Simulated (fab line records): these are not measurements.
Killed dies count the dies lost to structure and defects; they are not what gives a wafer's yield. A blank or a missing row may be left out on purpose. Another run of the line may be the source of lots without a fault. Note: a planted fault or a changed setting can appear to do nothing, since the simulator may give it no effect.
fab line records	flow gf180mcu
record: lots: 7	wafers: 21	lastDay: 34
route steps=602 shown TOP_METAL@586 PASSIVATION@587
lots that met no fault: taken from a fault-free run of the same line
startH: hours from the record's first day to the start of the lot's first wafer shown	waitH: hours since the lot's step before	" same as the row above	L1.1+2: one row covering several wafers at once	- no value, or no start was given	* or withheld: withheld	< > ~ a bound
route shown NAME@n: NAME is a module with steps in the file, n the number in the route of the first one	usual: mean/standard deviation of fault-free wafers	same: alike in all rows	chamber/n: place in a boat	sites: per-site readings	_std_site: standard deviation across them	_edge_site: mean of outer sites minus mean of inner sites	radiusMm: how far each site lies from the wafer's centre	mask NAME#n: copy n	behind: the tool/chamber that last shaped the wafer	hold: reason for holding the lot/hours on hold/outcome of the hold	device: transistor that didn't switch, given as n, p or np	end of line: tests of these same wafers at the route's end	where a step has no rows: the recipe by itself	killed: dies that structure and defects cost at the first sort, which is not the same as the wafer's yield	map: per-die view of a wafer (x killed, . not killed, _ where there is no die)
set.NAME: the setting as run; set.NAME@STEP: as run at that earlier step	model.NAME: the simulator's own value behind a step, which no gauge read
lots at some steps of the route; a table a step, a row a wafer
services: a tool's chamber out of use, with start hour (startH, from the record's first day; less than 0 if before it), hours out, and reason
== steps ==
step: GF_TOP_METAL_CLEAN_19
recipe: chemistry: DIW	dry: n2Spin
step: GF_PASSIVATION_CVD_00
recipe: material: SiO2	targetThkNm: 1000	precursor: TEOS	tempC: 400	timeS: 111.95	rfW: 600
usual: heaterPowerW: 621/65	rfFwdPowerW: 596.4/2.2
lot.wafer	tool	chamber	startH	waitH	heaterPowerW	rfFwdPowerW
L969.2	pecvd-01	1	678.38	0.0	648	598.0
L969.4	"	2	"	"	639	596.9
L969.6	"	0	"	"	652	591.5
L970.2	pecvd-03	2	687.22	0.0	681	598.8
L970.3	"	0	"	"	598	592.2
L970.6	"	2	"	"	556	598.5
L971.4	pecvd-02	2	694.89	0.0	678	595.4
L971.5	"	1	"	"	636	597.5
L971.6	"	0	"	"	655	594.7
L978.1	pecvd-03	2	741.78	0.0	707	600.5
L978.2	"	1	"	"	550	599.5
L978.6	"	1	"	"	607	597.6
L980.1	pecvd-01	2	753.65	0.0	546	598.7
L980.2	"	1	"	"	633	593.3
L980.3	"	0	"	"	540	593.6
L985.3	pecvd-01	2	784.86	0.0	574	597.5
L985.4	"	2	"	"	628	597.9
L985.6	"	1	"	"	634	595.6
L988.1	pecvd-01	2	800.25	0.0	586	595.7
L988.2	"	1	"	"	629	593.8
L988.4	"	0	"	"	648	594.9
step: GF_PASSIVATION_THK_MEAS_01
recipe: reads: SiO2_of_PASSIVATION_CVD_00
usual: PASSIVATION_CVD_00_THK: 1002/12
lot.wafer	tool	chamber	startH	waitH	PASSIVATION_CVD_00_THK[nm]
L969.2	filmMetro-04	-	678.47	0.0	998
L969.4	"	-	"	"	998
L969.6	"	-	"	"	998
L970.2	filmMetro-01	-	687.31	0.0	1004
L970.3	"	-	"	"	997
L970.6	"	-	"	"	1005
L971.4	filmMetro-04	-	694.99	0.1	992
L971.5	"	-	"	"	977
L971.6	"	-	"	"	1000
L978.1	filmMetro-03	-	741.86	0.0	1012
L978.2	"	-	"	"	999
L978.6	"	-	"	"	1018
L980.1	filmMetro-03	-	753.73	0.0	992
L980.2	"	-	"	"	994
L980.3	"	-	"	"	987
L985.3	filmMetro-04	-	784.97	0.1	991
L985.4	"	-	"	"	1012
L985.6	"	-	"	"	1022
L988.1	filmMetro-01	-	800.32	0.0	993
L988.2	"	-	"	"	989
L988.4	"	-	"	"	1004
step: GF_PASSIVATION_CVD_02
recipe: material: Si3N4	targetThkNm: 700	timeS: 486.18	tempC: 400	rfW: 450
usual: heaterPowerW: 717/81	rfFwdPowerW: 449.4/1.4
lot.wafer	tool	chamber	startH	waitH	heaterPowerW	rfFwdPowerW
L969.2	pecvd-03	1	678.52	0.0	681	448.0
L969.4	"	0	"	"	705	447.8
L969.6	"	1	"	"	718	449.2
L970.2	pecvd-01	2	687.36	0.0	718	449.2
L970.3	"	0	"	"	704	452.0
L970.6	"	0	"	"	575	451.6
L971.4	pecvd-03	0	695.16	0.2	653	447.7
L971.5	"	1	"	"	557	449.0
L971.6	"	2	"	"	712	450.3
L978.1	pecvd-01	1	741.92	0.1	636	450.5
L978.2	"	0	"	"	710	449.0
L978.6	"	0	"	"	569	449.4
L980.1	pecvd-02	0	753.79	0.1	704	448.2
L980.2	"	1	"	"	715	449.7
L980.3	"	2	"	"	797	450.9
L985.3	pecvd-02	2	785.01	0.0	792	451.0
L985.4	"	0	"	"	634	450.1
L985.6	"	1	"	"	613	449.4
L988.1	pecvd-02	1	800.38	0.1	755	449.8
L988.2	"	0	"	"	764	449.2
L988.4	"	0	"	"	617	449.4
step: GF_PASSIVATION_THK_MEAS_03
recipe: reads: Si3N4_of_PASSIVATION_CVD_02
usual: PASSIVATION_CVD_02_THK: 701/7.4
lot.wafer	tool	chamber	startH	waitH	PASSIVATION_CVD_02_THK[nm]
L969.2	filmMetro-04	-	678.82	0.2	687
L969.4	"	-	"	"	713
L969.6	"	-	"	"	696
L970.2	filmMetro-04	-	687.76	0.3	694
L970.3	"	-	"	"	693
L970.6	"	-	"	"	705
L971.4	filmMetro-03	-	695.34	0.0	699
L971.5	"	-	"	"	700
L971.6	"	-	"	"	702
L978.1	filmMetro-03	-	742.21	0.1	692
L978.2	"	-	"	"	682
L978.6	"	-	"	"	701
L980.1	filmMetro-03	-	754.07	0.1	698
L980.2	"	-	"	"	704
L980.3	"	-	"	"	699
L985.3	filmMetro-03	-	785.32	0.2	697
L985.4	"	-	"	"	704
L985.6	"	-	"	"	702
L988.1	filmMetro-01	-	800.67	0.1	695
L988.2	"	-	"	"	693
L988.4	"	-	"	"	705
step: GF_PASSIVATION_DEHYDRATE_04
recipe: tempC: 200	timeS: 60
step: GF_PASSIVATION_HMDS_05
recipe: primeTimeS: 60	primeTempC: 120
step: GF_PASSIVATION_COAT_06
recipe: spinRpm: 2000	resistThkNm: 4000
step: GF_PASSIVATION_SOFTBAKE_07
recipe: tempC: 110	timeS: withheld
step: GF_PASSIVATION_EXPOSE_08
recipe: maskId: Pad	targetCdNm: 40000	na: 0.57	doseMj: 310
step: GF_PASSIVATION_PEB_09
recipe: tempC: 115	timeS: withheld
step: GF_PASSIVATION_DEVELOP_10
recipe: developTimeS: 60	devTempC: 23
step: GF_PASSIVATION_ETCH_11
recipe: chemistry: CF4/O2	targetDepthNm: 1800	stopOn: TiN	sourceW: 800	biasW: 150	pressureMtorr: 150	cf4FlowSccm: 80	O2_flow_sccm: 10	timeS: 400
usual: O2_flow_sccm: 10.00/0.031	biasW: 150.0/0.41	cf4FlowSccm: 80.00/0.23	drypumpMotorCurrentA: 5.7/0.5	oesProductAu: 0.964/0.0073	rfFwdPowerW: 798.3/2.2	throttleValvePct: 5.961/0.0097
lot.wafer	tool	chamber	startH	waitH	O2_flow_sccm	biasW	cf4FlowSccm	drypumpMotorCurrentA	oesProductAu	rfFwdPowerW	rfHoursCounterH	throttleValvePct	model.coat_of_PASSIVATION_COAT_06.thkNm
L969.2	rieDiel-03	2	697.87	-	-	-	-	-	-	-	-	-	4004
L969.4	"	1	"	"	-	-	-	-	-	-	-	-	4008
L969.6	"	0	"	"	-	-	-	-	-	-	-	-	4010
L970.2	rieDiel-03	3	706.37	-	-	-	-	-	-	-	-	-	4016
L970.3	"	1	"	"	-	-	-	-	-	-	-	-	4013
L970.6	"	3	"	"	-	-	-	-	-	-	-	-	4020
L971.4	rieDiel-03	1	713.97	-	-	-	-	-	-	-	-	-	3999
L971.5	"	2	"	"	-	-	-	-	-	-	-	-	3989
L971.6	"	3	"	"	-	-	-	-	-	-	-	-	3992
L978.1	rieDiel-01	2	759.32	-	9.99	150.3	80.09	5.8	0.965	797.7	11	5.954	2799
L978.2	"	0	"	"	9.98	149.8	80.28	6.5	0.949	797.7	7	5.962	2776
L978.6	"	0	"	"	9.99	149.5	80.00	6.5	0.974	795.9	-	5.964	2794
L980.1	rieDiel-03	0	770.64	-	9.96	149.8	80.23	4.7	0.959	797.8	17	5.965	2803
L980.2	"	3	"	"	10.04	150.2	79.92	5.1	0.955	795.7	13	5.970	2783
L980.3	"	1	"	"	10.00	150.1	79.95	5.7	0.957	795.3	5	5.964	2766
L985.3	rieDiel-01	0	800.62	-	9.96	150.4	79.95	6.5	0.961	797.8	9	5.978	2784
L985.4	"	1	"	"	10.05	150.6	79.89	5.3	0.966	802.5	-	5.976	2768
L985.6	"	2	"	"	10.01	149.8	80.04	5.8	0.970	797.9	-	5.957	2776
L988.1	rieDiel-03	0	814.89	-	10.00	150.5	79.85	4.7	0.953	800.7	19	5.960	2796
L988.2	"	3	"	"	9.97	149.7	79.76	5.1	0.953	800.6	16	5.966	2787
L988.4	"	1	"	"	9.96	149.8	79.72	5.7	0.971	795.5	7	5.968	2768
step: GF_PASSIVATION_STRIP_12
recipe: chemistry: O2/N2	powerW: 1400	pressureMtorr: 1500	platenTempC: 250	o2FlowSccm: 3000	n2FlowSccm: 300	overashFraction: 0.5
usual: drypumpMotorCurrentA: 5.86/0.28	heaterPowerW: 325/24	oesProductAu: 0.719/0.0044	stripTimeToEndpointS: 34.69/0.19
same: overashFraction: 0.5
lot.wafer	tool	chamber	startH	waitH	drypumpMotorCurrentA	heaterPowerW	oesProductAu	rfHoursCounterH	stripTimeToEndpointS
L969.2	plasmaAsher-03	0	698.11	0.1	5.96	346	0.720	112	48.35
L969.4	"	0	"	"	5.96	346	0.722	-	48.40
L969.6	"	0	"	"	5.96	353	0.727	-	48.42
L970.2	plasmaAsher-03	1	706.61	0.1	6.12	322	0.724	113	48.49
L970.3	"	0	"	"	5.95	345	0.717	-	48.43
L970.6	"	0	"	"	5.97	343	0.728	-	48.53
L971.4	plasmaAsher-03	1	714.24	0.2	6.12	317	0.727	-	48.29
L971.5	"	0	"	"	5.98	347	0.730	-	48.16
L971.6	"	1	"	"	6.17	330	0.724	-	48.19
L978.1	plasmaAsher-04	1	759.56	0.1	5.80	270	0.722	40	34.78
L978.2	"	0	"	"	5.33	336	0.725	40	34.49
L978.6	"	0	"	"	5.33	320	0.721	-	34.72
L980.1	plasmaAsher-04	1	770.88	0.1	5.79	278	0.730	42	34.80
L980.2	"	0	"	"	5.33	331	0.717	42	34.57
L980.3	"	1	"	"	5.78	275	0.722	-	34.39
L985.3	plasmaAsher-04	1	800.89	0.2	5.79	279	0.719	-	34.57
L985.4	"	0	"	"	5.32	329	0.723	-	34.41
L985.6	"	0	"	"	5.32	325	0.716	-	34.51
L988.1	plasmaAsher-03	0	815.13	0.1	5.95	350	0.710	9	34.73
L988.2	"	1	"	"	6.12	330	0.720	9	34.62
L988.4	"	0	"	"	5.95	348	0.721	-	34.39
step: GF_PASSIVATION_ANNEAL_13
recipe: tempC: 400	timeS: 1800	ambient: N2/H2	idleTempC: 300	rampUpCPerMin: 10	rampDownCPerMin: 3
== services ==
tool	chamber	startH	hours	kind
pecvd-02	-	660.27	5.5	pm
rieDiel-01	2	661.20	4.4	repair
rieDiel-03	-	687.68	2.8	pm
pecvd-01	-	717.05	2.8	pm
rieDiel-03	-	724.98	0.9	repair
plasmaAsher-03	-	733.75	9.0	pm
plasmaAsher-03	0	733.75	9.0	ventCycle
plasmaAsher-03	1	733.75	9.0	ventCycle
plasmaAsher-03	0	742.75	-	clean
plasmaAsher-03	1	742.75	-	clean
plasmaAsher-03	-	751.11	7.5	repair
rieDiel-01	0	760.04	4.5	repair
pecvd-03	-	786.86	1.0	repair
rieDiel-01	3	798.37	9.2	repair
pecvd-03	-	799.38	14.0	pm
pecvd-03	0	799.38	14.0	ventCycle
pecvd-03	1	799.38	14.0	ventCycle
pecvd-03	2	799.38	14.0	ventCycle
pecvd-01	2	801.04	6.4	repair
rieDiel-03	0	806.30	6.0	repair
pecvd-03	0	813.38	-	clean
pecvd-03	1	813.38	-	clean
pecvd-03	2	813.38	-	clean
plasmaAsher-04	-	814.16	0.7	repair
== key ==
firstSign: step: GF_PASSIVATION_ETCH_11	reading: toolRecord	direction: missing
effect: step: GF_PASSIVATION_STRIP_12	reading: stripTimeToEndpointS	direction: up	sigmas: 70	usual: *	struck: *
modelEffect: step: GF_PASSIVATION_ETCH_11	value: coat_of_PASSIVATION_COAT_06.thkNm	without: 2793	struck: 4006
modelEffect: step: GF_PASSIVATION_PROBE_99	value: etest.diodePwellDnwell.underFloor	without: 0	struck: 1
metAt GF_PASSIVATION_ETCH_11
struckWafers L969.2,L969.4,L969.6,L970.2,L970.3,L970.6,L971.4,L971.5,L971.6
laterRowsLeftOut L969.2,L969.4,L969.6,L970.2,L970.3,L970.6,L971.4,L971.5,L971.6
sortLeftOut L969.2,L969.4,L969.6,L970.2,L970.3,L970.6,L971.4,L971.5,L971.6
fault: kind: skippedStepWhole	tool: rieDiel-03	chamber: -	onsetH: 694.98	steps: GF_PASSIVATION_ETCH_11	scope: struckLotsOnly
sortLeftOut: the simulated sort isn't trusted on such a fault, so these wafers' sort isn't shown, and their yield isn't known
laterRowsLeftOut: the simulator's readings of these wafers behind a module that went badly wrong aren't trusted and aren't shown, but for the sort
